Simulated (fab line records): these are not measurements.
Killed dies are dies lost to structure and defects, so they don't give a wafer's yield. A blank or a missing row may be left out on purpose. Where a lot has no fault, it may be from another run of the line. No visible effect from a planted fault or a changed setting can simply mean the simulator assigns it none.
One fault through the eyes of 2 desks / flow sky130 / what lay behind the numbers comes last; until then each desk has only its own
Where a reading is given only as a bound, like >300, the bound stands for it, and a mean or a difference that rests on one is marked > or <: the true number lies beyond.

## THE TOOL OWNER'S DESK: cvd_w-02
The tool's own readings at SKY_VIA3_CVD_21 (deposits W, target thk 390 nm, time 117.31 s): means of the sampled wafers that have a number, for each lot that ran on this tool. A lot is out of limits, marked OUT, if its mean lies more than 4 standard deviations from the usual mean; the brackets give that distance.
Columns: A = chamber_pressure_Torr at SKY_VIA3_CVD_21, usual 40.01 Torr; B = heater_power_outer_w at SKY_VIA3_CVD_21, usual 516 W; C = heater_power_w at SKY_VIA3_CVD_21, usual 855 W
lot=L905; first seen here=day 40 16:58; A=40.05; B=484; C=803
lot=L907; first seen here=day 41 03:38; A=40.10; B=487; C=814
lot=L917; first seen here=day 44 06:50; A=40.00; B=470; C=794
lot=L918; first seen here=day 44 12:17; A=39.98; B=473; C=779
lot=L920; first seen here=day 45 06:05; A=40.02; B=474; C=781
lot=L921; first seen here=day 45 09:23; A=40.02; B=466; C=795
This desk's finding: nothing out of limits on any of the 6 lots.

## THE METROLOGY DESK
Lot by lot, what the gauges showed, no matter which tool ran the lot: averages of those sampled wafers that carry a number. A lot is out of limits, marked OUT, if its mean lies more than 4 standard deviations from the usual mean; the brackets give that distance.
Columns: A = VIA3_W_RS at SKY_VIA3_RS_MEAS_22, usual 0.292 ohm/sq; B = VIA3_W_THK at SKY_VIA3_THK_MEAS_23, usual 400 nm
lot=L904; first seen here=day 40 06:32; A=0.290; B=404
lot=L905; first seen here=day 40 17:07; A=0.293; B=400
lot=L906; first seen here=day 40 21:55; A=0.292; B=402
lot=L907; first seen here=day 41 03:47; A=0.294; B=404
lot=L908; first seen here=day 41 13:26; A=56.974 (+99 or more) OUT; B=<0 (<-74) OUT
lot=L909; first seen here=day 42 05:12; A=56.761 (+99 or more) OUT; B=<0 (<-74) OUT
lot=L917; first seen here=day 44 06:58; A=0.294; B=400
lot=L918; first seen here=day 44 12:25; A=0.294; B=402
lot=L919; first seen here=day 44 18:06; A=0.288; B=400
lot=L920; first seen here=day 45 06:14; A=0.294; B=405
lot=L921; first seen here=day 45 09:31; A=0.296; B=392
lot=L922; first seen here=day 45 10:49; A=0.293; B=398
lot=L923; first seen here=day 45 15:14; A=0.292; B=395
lot=L925; first seen here=day 46 09:19; A=0.293; B=401
Finding of this desk: L908, L909 out of limits, first seen on L908 at day 41 13:26 (VIA3_W_RS at SKY_VIA3_RS_MEAS_22). L904, L905, L906, L907, L917, L918, L919, L920, L921, L922, L923, L925: within limits.

## ALL TOGETHER
The metrology desk could have raised an alarm at day 41 13:26, on L908, L909.
The tool owner's desk saw nothing out of limits.
The tool owner's desk has no number on record for L908, L909.
On cvd_w-02, each named lot ran SKY_VIA3_CVD_21.

## WHAT WAS PUT IN BY THE SIMULATOR
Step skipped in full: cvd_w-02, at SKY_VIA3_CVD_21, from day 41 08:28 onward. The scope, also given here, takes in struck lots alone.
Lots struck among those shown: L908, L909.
Hours from the fault's start to each desk's first reading out of limits: the metrology desk, 5.
